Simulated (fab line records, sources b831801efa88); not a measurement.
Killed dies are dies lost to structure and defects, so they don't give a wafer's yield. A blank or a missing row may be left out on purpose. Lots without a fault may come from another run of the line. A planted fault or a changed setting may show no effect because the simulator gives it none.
Which tool did it? | flow sky130 | 13 lots, 38 wafers sampled, at 3 steps of a route of 708

WHAT THE GAUGES READ, wafer by wafer
SKY_LI_CONTACT_RS_MEAS_22: measures by four-point-probe.
lot  | measured     | on            | LI_CONTACT_W_RS (ohm/sq)
L498 | day 29 03:19 | film_metro-02 | 0.2856 0.2820 0.2879
L499 | day 29 09:19 | film_metro-03 | 0.2857 0.2839 0.2863
L500 | day 29 15:15 | film_metro-04 | 0.2883 0.2862 0.2874
L501 | day 29 19:21 | film_metro-03 | 0.2825 0.2866 0.2863
L503 | day 30 22:04 | film_metro-02 | 0.2879 0.2846 0.2845
L504 | day 31 08:34 | film_metro-02 | 0.2856 0.2845 0.2815
L505 | day 31 15:41 | film_metro-03 | 0.2803 0.2797 0.2844
L506 | day 31 19:42 | film_metro-04 | 0.2840 0.2827 0.2819
L508 | day 32 17:28 | film_metro-03 | 0.2835 0.2843 0.2826
L509 | day 32 23:56 | film_metro-04 | 0.2860 0.2817 0.2831
L511 | day 34 02:00 | film_metro-03 | 0.2778 0.2839 0.2782
L516 | day 35 07:04 | film_metro-03 | 0.2094 0.2114
L518 | day 35 13:08 | film_metro-04 | 0.2879 0.2873 0.2117

SKY_LI_CONTACT_THK_MEAS_23: measures by xrf.
lot  | measured     | on            | LI_CONTACT_W_THK (nm)
L498 | day 29 03:26 | film_metro-02 | 398 402 396
L499 | day 29 09:24 | film_metro-03 | 403 403 403
L500 | day 29 15:22 | film_metro-04 | 399 403 397
L501 | day 29 19:28 | film_metro-03 | 408 401 401
L503 | day 30 22:11 | film_metro-02 | 399 402 405
L504 | day 31 08:41 | film_metro-02 | 394 396 401
L505 | day 31 15:47 | film_metro-03 | 404 407 400
L506 | day 31 19:49 | film_metro-04 | 403 405 406
L508 | day 32 17:35 | film_metro-03 | 405 402 403
L509 | day 33 00:02 | film_metro-04 | 405 408 406
L511 | day 34 02:07 | film_metro-03 | 410 398 406
L516 | day 35 07:09 | film_metro-03 | 539 531
L518 | day 35 13:16 | film_metro-04 | 396 398 536

WHICH TOOL RAN EACH LOT (tool, then ch and the chambers of the sampled wafers, then the start)
lot  | SKY_LI_CONTACT_CVD_21
L498 | cvd_w-01 ch 0,1, day 29 03:11
L499 | cvd_w-02 ch 0,1, day 29 09:10
L500 | cvd_w-01 ch 0,1, day 29 15:07
L501 | cvd_w-02 ch 0, day 29 19:13
L503 | cvd_w-02 ch 0,1, day 30 21:55
L504 | cvd_w-02 ch 0,1, day 31 08:26
L505 | cvd_w-01 ch 0,1, day 31 15:34
L506 | cvd_w-02 ch 0,1, day 31 19:34
L508 | cvd_w-01 ch 0,1, day 32 17:19
L509 | cvd_w-01 ch 1, day 32 23:47
L511 | cvd_w-01 ch 0,1, day 34 01:52
L516 | cvd_w-02 ch 0, day 35 06:55
L518 | cvd_w-02 ch 1, day 35 12:53
- SKY_LI_CONTACT_CVD_21: deposits W, target thk 400 nm, time 120.56 s.

WHAT THE TOOLS THEMSELVES READ (means of the sampled wafers that have a number; where no wafer has one, the mark that the record gives instead)
SKY_LI_CONTACT_CVD_21.
lot  | tool     | chamber_pressure_Torr (Torr) | heater_power_outer_w (W) | heater_power_w (W) | susceptor_temp_C (C)
L498 | cvd_w-01 | 40.01                        | 431                      | 719                | 400.00
L499 | cvd_w-02 | 39.92                        | 518                      | 850                | 400.02
L500 | cvd_w-01 | 40.05                        | 434                      | 715                | 399.92
L501 | cvd_w-02 | 39.91                        | 513                      | 850                | 399.97
L503 | cvd_w-02 | 40.13                        | 531                      | 855                | 400.14
L504 | cvd_w-02 | 40.14                        | 511                      | 875                | 399.77
L505 | cvd_w-01 | 40.03                        | 459                      | 764                | 399.61
L506 | cvd_w-02 | 40.01                        | 522                      | 870                | 399.87
L508 | cvd_w-01 | 40.03                        | 458                      | 746                | 400.20
L509 | cvd_w-01 | 39.96                        | 484                      | 792                | 399.83
L511 | cvd_w-01 | 40.08                        | 431                      | 715                | 399.84
L516 | cvd_w-02 | 40.03                        | 522                      | 866                | 399.94
L518 | cvd_w-02 | 40.01                        | 535                      | 859                | 400.07

THE ANSWER, worked out from the rows above alone
Rule: what is usual is taken from the lots themselves. Put in order of their means at a reading, lots are off if they are a third of the lots or fewer, leave a main group of 4 or more, and stand apart from it by a gap of 3 or more times the standard deviation of the main group's means; of several such gaps the widest counts. A main group whose means are all the same, to the digits that the tables above print for the reading, isn't used. A lot without any number at a reading at which 4 lots or more have one is off too. The other lots that the step has rows for count as sound. The gauges are gone through in route order, then the tools' own readings, and for those a lot's mean is taken as printed above. The first step at which some lot is off is used, and at that step the reading that is off furthest; a lot without a number counts as furthest.
Off: L516, L518, at SKY_LI_CONTACT_RS_MEAS_22 (LI_CONTACT_W_RS). The main group: mean 0.2840 ohm/sq, standard deviation 0.002.
A tool fits if, at a process step before that reading, it ran every lot that is off, and no sound lot after the first of them. The gauges at SKY_LI_CONTACT_RS_MEAS_22 are tried like those tools. One fits: cvd_w-02 at SKY_LI_CONTACT_CVD_21. Its last sound lot is L506 (day 31 19:34), its first lot that is off L516 (day 35 06:55): a fault that began between those two fits.

WHAT THE SIMULATOR HAD PUT IN
Process parameter drift: cvd_w-02, from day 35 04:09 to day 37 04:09, at SKY_LI_CONTACT_CVD_21. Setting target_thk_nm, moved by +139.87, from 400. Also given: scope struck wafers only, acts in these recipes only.
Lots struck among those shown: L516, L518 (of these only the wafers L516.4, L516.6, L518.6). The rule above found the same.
